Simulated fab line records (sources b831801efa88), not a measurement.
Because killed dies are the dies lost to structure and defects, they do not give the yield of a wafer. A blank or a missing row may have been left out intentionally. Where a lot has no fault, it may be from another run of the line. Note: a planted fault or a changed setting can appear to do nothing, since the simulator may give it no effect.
fab line records + flow sky130
record
- lots=4
- wafers=12
- last-day=49
route steps=708 shown GATE_OXIDE@192 POLY_GATE@204 RES_PROTECT@206 PAD_OPEN@708
lots that met no fault: from a run of the same line without faults
start-h: start of the lot's first displayed wafer, in hours after the record's first day + wait-h: time in hours since the lot's previous step + " as in the row above + L1.1+2: one row covering several wafers at once + - no value, or no start was given + * or withheld: withheld + < > ~ a bound
route shown NAME@n: NAME is a module with steps in the file, n the number in the route of the first one + usual: mean and standard deviation over wafers with no fault + same: alike in all rows + chamber/n: place in a boat + sites: per-site readings + _std_site: their standard deviation + _edge_site: outer sites' mean less inner sites' + radius-mm: for every site, how far away it sits from the centre of the wafer + mask NAME#n: copy n + behind: tool/chamber where the wafer was last shaped + hold: the reason the lot was held/the length of the hold in hours/how it ended + device: names the non-switching transistor (n, p or np) + end of line: the same wafers' tests at the end of the route + where a step has no rows: the recipe by itself + killed: count of dies lost to structure and defects at first sort (not the wafer's yield) + map: shows each die of a wafer: x if killed, . if not, _ if none is there
set.NAME: setting as actually run; set.NAME@STEP: the setting as run at that earlier step + model.NAME: the simulator's own value behind a step, which no gauge read
certain route steps with their lots: each step a table, each wafer a row
services: the hour from which a tool's chamber was out of use, counted from the record's first day as start-h (under 0 if before that day), plus the number of hours and why
## steps
# step SKY_GATE_OXIDE_COAT_05
# recipe
- resist=NOVOLAK
- spin-rpm=3000
- resist-thk-nm=1140
# step SKY_GATE_OXIDE_SOFTBAKE_06
# recipe
- temp-c=90
- time-s=60
- resist=NOVOLAK
# step SKY_GATE_OXIDE_EXPOSE_07
# recipe
- mask-id=LVOM
- na=0.6
- source-shape=conventional
- sigma-outer=0.6
- polarization=unpolarized
- target-cd-nm=600
- dose-mj=170
# step SKY_GATE_OXIDE_PEB_08
# recipe
- temp-c=withheld
- time-s=*
- resist=NOVOLAK
# step SKY_GATE_OXIDE_DEVELOP_09
# recipe
- resist=NOVOLAK
- developer=TMAH
- develop-time-s=60
- dev-temp-c=23
# step SKY_GATE_OXIDE_IMPLANT_11
# recipe
- species=B
- energy-kev=10
- dose-cm2=2.6e+12
- tilt-deg=withheld
# step SKY_GATE_OXIDE_WET_ETCH_12
# recipe
- chemistry=dHF
- target-depth-nm=16.8
- dry=n2-spin
- target=SiO2
- dilution=100:1
- temp-c=25
- time-s=336
# step SKY_GATE_OXIDE_STRIP_13
# recipe
- chemistry=O2/N2
- power-w=1400
- pressure-mtorr=1500
- platen-temp-c=withheld
- o2-flow-sccm=3000
- n2-flow-sccm=300
- overash-fraction=0.5
# step SKY_GATE_OXIDE_CLEAN_15
# recipe
- chemistry=SC1/SC2
- mix=1:4:20
- temp-c=70
- time-s=150
- dry=n2-spin
# step SKY_GATE_OXIDE_OXIDATION_16
# recipe
- temp-c=800
- ambient=O2
- idle-temp-c=700
- ramp-up-c-per-min=10
- ramp-down-c-per-min=3
- stabilise-s=600
- purge-s=300
- target-thk-a=35.7
- ox-time-s=1915
# step SKY_POLY_GATE_CVD_00
# recipe
- material=poly-Si
- target-thk-nm=180
- temp-c=620
- time-s=720
- pressure-mtorr=200
# usual
- spike-tc-lower-C=620.4/1.3
- spike-tc-upper-C=618.9/1.2
| lot.wafer | tool     | chamber | start-h | wait-h | spike-tc-lower-C | spike-tc-upper-C | model.poly-Si_of_POLY_GATE_CVD_00.thk-nm |
|-----------|----------|---------|---------|--------|------------------|------------------|------------------------------------------|
| L469.1    | lpcvd-01 | 0       | 306.58  | 0.0    | 618.2            | 619.7            | 180.8                                    |
| L469.3    | "        | 0       | "       | "      | 619.3            | 621.3            | 178.8                                    |
| L469.4    | "        | 0       | "       | "      | 618.8            | 620.0            | 180.6                                    |
| L475.3    | lpcvd-01 | 0       | 354.51  | 0.0    | 618.1            | 620.0            | 148.2                                    |
| L475.4    | "        | 0       | "       | "      | 621.5            | 620.7            | 147.4                                    |
| L475.5    | "        | 0       | "       | "      | 620.9            | 618.8            | 149.5                                    |
| L476.3    | lpcvd-01 | 0       | 366.54  | 0.0    | 619.9            | 619.8            | 147.9                                    |
| L476.4    | "        | 0       | "       | "      | 619.4            | 620.4            | 148.8                                    |
| L476.6    | "        | 0       | "       | "      | 619.1            | 619.2            | 147.9                                    |
| L487.1    | lpcvd-01 | 0       | 469.98  | 0.0    | 619.1            | 619.3            | 178.8                                    |
| L487.4    | "        | 0       | "       | "      | 617.6            | 619.0            | 179.7                                    |
| L487.5    | "        | 0       | "       | "      | 620.7            | 620.4            | 178.8                                    |
# step SKY_POLY_GATE_THK_MEAS_01
# recipe
- reads=poly-Si_of_POLY_GATE_CVD_00
# usual
- POLY_GATE_CVD_00_THK=180.5/1.4
| lot.wafer | tool          | chamber | start-h | wait-h | POLY_GATE_CVD_00_THK[nm] |
|-----------|---------------|---------|---------|--------|--------------------------|
| L469.1    | film-metro-03 | -       | 307.78  | 0.0    | 180.9                    |
| L469.3    | "             | -       | "       | "      | 179.0                    |
| L469.4    | "             | -       | "       | "      | 180.6                    |
| L475.3    | film-metro-02 | -       | 355.73  | 0.0    | 148.1                    |
| L475.4    | "             | -       | "       | "      | 147.5                    |
| L475.5    | "             | -       | "       | "      | 149.5                    |
| L476.3    | film-metro-01 | -       | 368.36  | 0.0    | 148.0                    |
| L476.4    | "             | -       | "       | "      | 148.8                    |
| L476.6    | "             | -       | "       | "      | 148.0                    |
| L487.1    | film-metro-02 | -       | 471.18  | 0.0    | 178.6                    |
| L487.4    | "             | -       | "       | "      | 179.5                    |
| L487.5    | "             | -       | "       | "      | 178.9                    |
# step SKY_RES_PROTECT_DEHYDRATE_00
# recipe
- temp-c=200
- time-s=60
# step SKY_RES_PROTECT_HMDS_01
# recipe
- prime-time-s=60
- prime-temp-c=120
# step SKY_RES_PROTECT_COAT_02
# recipe
- resist=NOVOLAK
- spin-rpm=3000
- resist-thk-nm=1140
# step SKY_RES_PROTECT_SOFTBAKE_03
# recipe
- temp-c=90
- time-s=60
- resist=NOVOLAK
# step SKY_RES_PROTECT_EXPOSE_04
# recipe
- mask-id=RPM
- na=0.6
- source-shape=conventional
- sigma-outer=0.6
- polarization=unpolarized
- target-cd-nm=1270
- dose-mj=131
# step SKY_RES_PROTECT_PEB_05
# recipe
- temp-c=withheld
- time-s=*
- resist=NOVOLAK
# step SKY_RES_PROTECT_DEVELOP_06
# recipe
- resist=NOVOLAK
- developer=TMAH
- develop-time-s=60
- dev-temp-c=23
# step SKY_POLY_GATE_IMPLANT_02
# recipe
- species=P
- energy-kev=30
- dose-cm2=7.7e+15
- tilt-deg=0
# step SKY_RES_PROTECT_STRIP_07
# recipe
- chemistry=O2/N2
- power-w=1400
- pressure-mtorr=1500
- platen-temp-c=withheld
- o2-flow-sccm=3000
- n2-flow-sccm=300
- overash-fraction=0.5
# step SKY_RES_PROTECT_CLEAN_09
# recipe
- chemistry=SC1/SC2
- mix=1:4:20
- temp-c=70
- time-s=150
- dry=n2-spin
| lot.wafer | tool         | chamber | start-h | wait-h | model.poly-Si_of_POLY_GATE_CVD_00.thk-nm |
|-----------|--------------|---------|---------|--------|------------------------------------------|
| L469.1    | wet-bench-02 | 2       | 334.52  | 0.1    | 180.2                                    |
| L469.3    | "            | 2       | "       | "      | 178.2                                    |
| L469.4    | "            | 2       | "       | "      | 179.9                                    |
| L475.3    | wet-bench-02 | 1       | 383.97  | 0.0    | 147.6                                    |
| L475.4    | "            | 1       | "       | "      | 146.8                                    |
| L475.5    | "            | 1       | "       | "      | 148.9                                    |
| L476.3+6  | wet-bench-02 | 1       | 397.16  | 0.0    | 147.3                                    |
| L476.4    | "            | 1       | "       | "      | 148.2                                    |
| L487.1    | wet-bench-01 | 3       | 502.57  | 0.1    | 178.1                                    |
| L487.4    | "            | 3       | "       | "      | 179                                      |
| L487.5    | "            | 3       | "       | "      | 178.2                                    |
# step SKY_POLY_GATE_CVD_03
# recipe
- material=Si3N4
- precursor=DCS/NH3
- target-thk-nm=75
- temp-c=770
- time-s=1290
- pressure-mtorr=250
# step SKY_POLY_GATE_DEHYDRATE_05
# recipe
- temp-c=200
- time-s=60
# step SKY_POLY_GATE_HMDS_06
# recipe
- prime-time-s=60
- prime-temp-c=120
# step SKY_POLY_GATE_COAT_07
# recipe
- resist=BARC
- temp-c=withheld
- time-s=withheld
- spin-rpm=3000
- resist-thk-nm=110
# step SKY_POLY_GATE_COAT_08
# recipe
- resist=KrF-thick
- spin-rpm=3000
- resist-thk-nm=450
# step SKY_POLY_GATE_SOFTBAKE_09
# recipe
- temp-c=100
- time-s=90
- resist=KrF-thick
# step SKY_POLY_GATE_EXPOSE_10
# recipe
- mask-id=P1M
- na=0.68
- source-shape=conventional
- sigma-outer=0.6
- target-cd-nm=150
- dose-mj=28
# step SKY_POLY_GATE_PEB_11
# recipe
- peb-temp-c=withheld
- peb-time-s=withheld
- resist=KrF-thick
# step SKY_POLY_GATE_DEVELOP_12
# recipe
- develop-time-s=60
- resist=KrF-thick
- dev-temp-c=21
# step SKY_POLY_GATE_ETCH_15
# recipe
- chemistry=N2/H2
- target=BARC
- ion-energy-ev=200
- source-w=500
- bias-w=100
- pressure-mtorr=30
- n2-flow-sccm=100
- h2-flow-sccm=200
- stop-on=SiO2
- time-s=118.5
- target-depth-a=1100
# step SKY_POLY_GATE_ETCH_16
# recipe
- stop-on=poly-Si
- chemistry=CH3F/O2
- target=Si3N4
- source-w=400
- bias-w=80
- pressure-mtorr=25
- ch3f-flow-sccm=40
- O2_flow_sccm=30
- time-s=147.5
- target-depth-a=750
# step SKY_POLY_GATE_ETCH_17
# recipe
- target-depth-nm=180
- stop-on=SiO2
- over-etch-frac=0.56667
- chemistry=HBr/Cl2
- target=poly-Si
- icp-w=400
- bias-w=100
- pressure-mtorr=10
- HBr_flow_sccm=150
- Cl2_flow_sccm=50
- time-s=70.5
# usual
- chamber-pressure-mTorr=10.000/0.0086
- drypump-motor-current-A=5.6/0.57
- he-backside-leak-sccm=2.67/0.22
- oes-product-au=0.988/0.0078
- throttle-valve-pct=33.683/0.0083
| lot.wafer | tool      | chamber | start-h | wait-h | chamber-pressure-mTorr | drypump-motor-current-A | he-backside-leak-sccm | oes-product-au | rf-hours-counter-h | throttle-valve-pct | model.etch.depth-nm | model.POLY_GATE.feature-depth-nm |
|-----------|-----------|---------|---------|--------|------------------------|-------------------------|-----------------------|----------------|--------------------|--------------------|---------------------|----------------------------------|
| L469.1    | rie-si-02 | 2       | 363.50  | 0.0    | 9.988                  | 6.0                     | 2.57                  | 0.978          | 5                  | 33.677             | 175.9               | 175.9                            |
| L469.3    | "         | 0       | "       | "      | 9.996                  | 5.0                     | 2.52                  | 0.974          | 5                  | 33.705             | 173.8               | 173.8                            |
| L469.4    | "         | 3       | "       | "      | 10.001                 | 6.0                     | 2.80                  | 0.987          | -                  | 33.679             | 178.3               | 178.3                            |
| L475.3    | rie-si-02 | 2       | 414.05  | 0.0    | 10.002                 | 6.0                     | 2.68                  | 0.866          | 6                  | 33.686             | 147.6               | 147.6                            |
| L475.4    | "         | 1       | "       | "      | 10.016                 | 5.9                     | 2.71                  | 0.861          | 67                 | 33.689             | 146.8               | 146.8                            |
| L475.5    | "         | 2       | "       | "      | 9.997                  | 6.0                     | 2.64                  | 0.867          | -                  | 33.669             | 148.9               | 148.9                            |
| L476.3    | rie-si-01 | 0       | 428.95  | 0.0    | 10.015                 | 4.8                     | 2.45                  | 0.871          | 51                 | 33.689             | 147.3               | 147.3                            |
| L476.4    | "         | 2       | "       | "      | 10.004                 | 5.0                     | 2.92                  | 0.866          | 4                  | 33.681             | 148.2               | 148.2                            |
| L476.6    | "         | 1       | "       | "      | 9.998                  | 6.0                     | 2.70                  | 0.873          | -                  | 33.680             | 147.3               | 147.3                            |
| L487.1    | rie-si-02 | 0       | 534.54  | 0.0    | 10.011                 | 5.0                     | 2.56                  | 0.983          | 6                  | 33.684             | 176.7               | 176.7                            |
| L487.4    | "         | 1       | "       | "      | 10.001                 | 5.8                     | 2.73                  | 0.984          | 0                  | 33.698             | 179                 | 179                              |
| L487.5    | "         | 0       | "       | "      | 9.997                  | 5.0                     | 2.52                  | 0.972          | -                  | 33.683             | 176.1               | 176.1                            |
# step SKY_POLY_GATE_STRIP_18
# recipe
- chemistry=O2/N2
- power-w=1400
- pressure-mtorr=1500
- platen-temp-c=withheld
- o2-flow-sccm=3000
- n2-flow-sccm=300
- overash-fraction=0.5
# step SKY_PAD_OPEN_PROBE_99
# usual
- killed_at_M0_to_M3=42/6.6
- killed_at_M4_up=3.0/1.8
- killed-at-contacts=25/5.1
- killed-at-front-end=15/4.4
- killed-at-other=0.3/0.56
- killed-dies=86/8.6
- killed-open=47/6.9
- killed-short=38/6
# same
- gross-dies=492
- killed-at-back-side=0
| lot.wafer | tool      | chamber | start-h | wait-h | killed_at_M0_to_M3 | killed_at_M4_up | killed-at-contacts | killed-at-front-end | killed-at-other | killed-dies | killed-open | killed-short | model.etest.res-xhigh-po.line-ohm-um | model.etest.res-xhigh-po.rs-ohm-sq | model.etest.res-high-po.line-ohm-um | model.etest.res-poly.line-ohm-um | model.etest.res-high-po.rs-ohm-sq | model.etest.licon-high-po.rc-ohm | model.etest.cap-li-to-poly.c-af-um2 | model.etest.res-poly.rs-ohm-sq |
|-----------|-----------|---------|---------|--------|--------------------|-----------------|--------------------|---------------------|-----------------|-------------|-------------|--------------|--------------------------------------|------------------------------------|-------------------------------------|----------------------------------|-----------------------------------|----------------------------------|-------------------------------------|--------------------------------|
| L469.1    | prober-01 | -       | 1068.47 | 0.1    | 42                 | 5               | 22                 | 13                  | 1               | 83          | 45          | 37           | 5659                                 | 2004                               | 742.4                               | 506.6                            | 258.7                             | 342.1                            | 100.8                               | 47.97                          |
| L469.3    | prober-01 | -       | 1068.57 | 0.2    | 46                 | 2               | 27                 | 17                  | 0               | 92          | 55          | 36           | 5657                                 | 1948                               | 734.5                               | 499.1                            | 257.9                             | 353.8                            | 100                                 | 47.53                          |
| L469.4    | prober-01 | -       | 1068.62 | 0.2    | 38                 | 3               | 17                 | 20                  | 0               | 78          | 50          | 27           | 5807                                 | 2036                               | 750.4                               | 506.9                            | 262.3                             | 349.4                            | 97.9                                | 48.51                          |
| L475.3    | prober-01 | -       | 1107.28 | 0.2    | 51                 | 6               | 17                 | 23                  | 0               | 97          | 56          | 41           | 5142                                 | 1828                               | 825.8                               | 563.9                            | 292.5                             | 315.5                            | 90.88                               | 55.49                          |
| L475.4    | prober-01 | -       | 1107.33 | 0.2    | 45                 | 4               | 20                 | 22                  | 0               | 91          | 54          | 37           | 5155                                 | 1809                               | 835.3                               | 589.2                            | 292.5                             | 325.3                            | 92.09                               | 55.76                          |
| L475.5    | prober-01 | -       | 1107.38 | 0.2    | 42                 | 0               | 24                 | 15                  | 0               | 81          | 49          | 32           | 5176                                 | 1810                               | 831.3                               | 592.9                            | 289.8                             | 320.3                            | 90.77                               | 54.78                          |
| L476.3    | prober-02 | -       | 1117.63 | 0.2    | 39                 | 5               | 30                 | 14                  | 0               | 88          | 48          | 40           | 5464                                 | 1908                               | 837.8                               | 602.5                            | 294.7                             | 316.6                            | 88.62                               | 55.48                          |
| L476.4    | prober-02 | -       | 1117.68 | 0.2    | 51                 | 1               | 29                 | 16                  | 0               | 97          | 60          | 37           | 5498                                 | 1916                               | 835.7                               | 579.1                            | 296                               | 321.8                            | 91.31                               | 55.86                          |
| L476.6    | prober-02 | -       | 1117.78 | 0.2    | 41                 | 5               | 21                 | 16                  | 0               | 83          | 43          | 40           | 5254                                 | 1837                               | 825.3                               | 585.5                            | 289.8                             | 308.6                            | 90.89                               | 55.06                          |
| L487.1    | prober-01 | -       | 1180.65 | 0.1    | 41                 | 3               | 19                 | 14                  | 0               | 77          | 36          | 40           | 5895                                 | 2096                               | 758.2                               | 502.8                            | 269                               | 357.1                            | 100.1                               | 49.05                          |
| L487.4    | prober-01 | -       | 1180.80 | 0.2    | 35                 | 4               | 26                 | 8                   | 0               | 73          | 43          | 30           | 5945                                 | 2108                               | 753.2                               | 494.3                            | 266.1                             | 369.9                            | 96.54                               | 48.99                          |
| L487.5    | prober-01 | -       | 1180.85 | 0.2    | 49                 | 3               | 26                 | 13                  | 0               | 91          | 66          | 24           | 5735                                 | 2070                               | 747.7                               | 508.5                            | 263.7                             | 355                              | 97.94                               | 48.8                           |
# killed by level:class
L469.1 CONTACT:geometric-particle:open=13 VIA1:geometric-particle:open=10 METAL1:geometric-particle:short=6 POLY_GATE:geometric-particle:short=5 VIA3:geometric-particle:open=5 METAL2:geometric-particle:short=5 METAL4:geometric-particle:short=5 LI_CONTACT:geometric-particle:open=4
L469.3 CONTACT:geometric-particle:open=13 VIA1:geometric-particle:open=9 LI_CONTACT:geometric-particle:open=8 VIA2:geometric-particle:open=7 FIELD_ISO:geometric-particle:short=5 VIA1:geometric-particle:short=5 VIA2:geometric-particle:short=5 VIA3:geometric-particle:open=5
L469.4 VIA2:geometric-particle:open=11 CONTACT:geometric-particle:open=9 VIA1:geometric-particle:open=8 FIELD_ISO:geometric-particle:short=6 POLY_GATE:geometric-particle:open=5 LI_CONTACT:geometric-particle:open=5 METAL1:geometric-particle:short=5 FIELD_ISO:geometric-particle:open=4
L475.3 VIA1:geometric-particle:open=10 VIA2:geometric-particle:open=9 VIA3:geometric-particle:open=9 CONTACT:geometric-particle:open=6 METAL2:geometric-particle:short=6 METAL4:geometric-particle:short=5 FIELD_ISO:geometric-particle:open=4 POLY_GATE:geometric-particle:open=4
L475.4 VIA1:geometric-particle:open=17 VIA1:geometric-particle:short=8 CONTACT:geometric-particle:open=6 FIELD_ISO:geometric-particle:open=5 VIA3:geometric-particle:open=5 LI_CONTACT:geometric-particle:open=5 POLY_GATE:geometric-particle:open=4 METAL1:geometric-particle:open=4
L475.5 LI_CONTACT:geometric-particle:open=11 VIA1:geometric-particle:open=10 CONTACT:geometric-particle:open=8 METAL2:geometric-particle:short=8 VIA2:geometric-particle:open=6 METAL1:geometric-particle:short=6 VIA1:geometric-particle:short=5 FIELD_ISO:geometric-particle:open=4
L476.3 VIA1:geometric-particle:open=13 LI_CONTACT:geometric-particle:open=12 CONTACT:geometric-particle:open=9 FIELD_ISO:geometric-particle:short=5 METAL2:geometric-particle:short=5 METAL4:geometric-particle:short=5 FIELD_ISO:geometric-particle:open=4 VIA3:geometric-particle:short=4
L476.4 VIA1:geometric-particle:open=13 LI_CONTACT:geometric-particle:open=9 VIA2:geometric-particle:open=9 VIA3:geometric-particle:open=8 CONTACT:geometric-particle:short=7 CONTACT:geometric-particle:open=6 METAL2:geometric-particle:short=5 FIELD_ISO:geometric-particle:short=4
L476.6 CONTACT:geometric-particle:open=12 VIA2:geometric-particle:open=7 VIA1:geometric-particle:short=6 VIA1:geometric-particle:open=6 POLY_GATE:geometric-particle:short=5 CONTACT:geometric-particle:short=5 FIELD_ISO:geometric-particle:short=4 LI_CONTACT:geometric-particle:open=4
L487.1 METAL2:geometric-particle:short=9 CONTACT:geometric-particle:open=6 VIA2:geometric-particle:open=6 CONTACT:geometric-particle:short=4 METAL1:geometric-particle:short=4 VIA2:geometric-particle:short=4 VIA1:geometric-particle:open=4 VIA3:geometric-particle:open=4
L487.4 CONTACT:geometric-particle:open=13 LI_CONTACT:geometric-particle:open=8 METAL2:geometric-particle:short=8 VIA1:geometric-particle:open=7 METAL1:geometric-particle:short=5 VIA3:geometric-particle:open=4 CONTACT:geometric-particle:short=3 METAL4:geometric-particle:short=3
L487.5 CONTACT:geometric-particle:open=15 VIA1:geometric-particle:open=11 VIA3:geometric-particle:open=10 LI_CONTACT:geometric-particle:open=7 VIA2:geometric-particle:open=7 FIELD_ISO:geometric-particle:open=6 METAL1:geometric-particle:short=6 VIA3:geometric-particle:short=4
## services
| tool         | chamber | start-h | hours | kind           |
|--------------|---------|---------|-------|----------------|
| lpcvd-01     | -       | 327.26  | 2.8   | pm             |
| rie-si-01    | 3       | 327.69  | -     | clean          |
| rie-si-01    | 3       | 327.69  | 17.4  | scheduled-down |
| rie-si-01    | 3       | 327.69  | 17.4  | vent-cycle     |
| wet-bench-01 | -       | 344.72  | 2.9   | repair         |
| rie-si-02    | 1       | 363.29  | 22.9  | repair         |
| rie-si-02    | 1       | 390.54  | 12.4  | repair         |
| rie-si-02    | 0       | 395.64  | 4.0   | repair         |
| lpcvd-01     | -       | 411.28  | 4.1   | repair         |
| rie-si-01    | 0       | 412.38  | 12.6  | repair         |
| rie-si-01    | 2       | 412.48  | 3.3   | repair         |
| rie-si-02    | 1       | 422.69  | 2.1   | repair         |
| rie-si-02    | 1       | 443.87  | -     | clean          |
| rie-si-02    | 1       | 443.87  | 21.2  | scheduled-down |
| rie-si-02    | 1       | 443.87  | 21.2  | vent-cycle     |
| rie-si-02    | -       | 481.12  | 0.8   | repair         |
| rie-si-01    | 0       | 516.00  | -     | clean          |
| rie-si-01    | 0       | 516.00  | 15.9  | scheduled-down |
| rie-si-01    | 0       | 516.00  | 15.9  | vent-cycle     |
| rie-si-02    | 3       | 520.16  | 3.4   | repair         |
## key
first-sign
- step=SKY_POLY_GATE_THK_MEAS_01
- reading=POLY_GATE_CVD_00_THK
- direction=down
- sigmas=24
- usual=180.5
- struck=148.3
effect
- step=SKY_POLY_GATE_ETCH_17
- reading=oes-product-au
- direction=down
- sigmas=15
- usual=0.988
- struck=0.867
model-effect
- step=SKY_POLY_GATE_CVD_00
- value=poly-Si_of_POLY_GATE_CVD_00.thk-nm
- without=179.6
- struck=148.3
model-effect
- step=SKY_RES_PROTECT_CLEAN_09
- value=poly-Si_of_POLY_GATE_CVD_00.thk-nm
- without=178.9
- struck=147.7
model-effect
- step=SKY_POLY_GATE_ETCH_17
- value=etch.depth-nm
- without=178.1
- struck=147.7
model-effect
- step=SKY_PAD_OPEN_PROBE_99
- value=etest.res-xhigh-po.line-ohm-um
- without=5606
- struck=5282
met-at SKY_POLY_GATE_CVD_00
struck-wafers L475.3,L475.4,L475.5,L476.3,L476.4,L476.6
tester-left-out L475,L476
onset-between 306.58 354.51
fault
- kind=process-parameter-drift
- tool=lpcvd-01
- chamber=-
- onset-h=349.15
- steps=SKY_POLY_GATE_CVD_00
- channel=target-thk-nm
- offset=-31.244
- shape=step
- end-h=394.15
- stated=180
# tester-left-out: of these lots the tester's yield and bins aren't shown, on N5 and GAA mostly nor the transistor test; their killed dies are dies lost to structure and defects alone, not to doping, threshold or leakage, so they don't give the yield
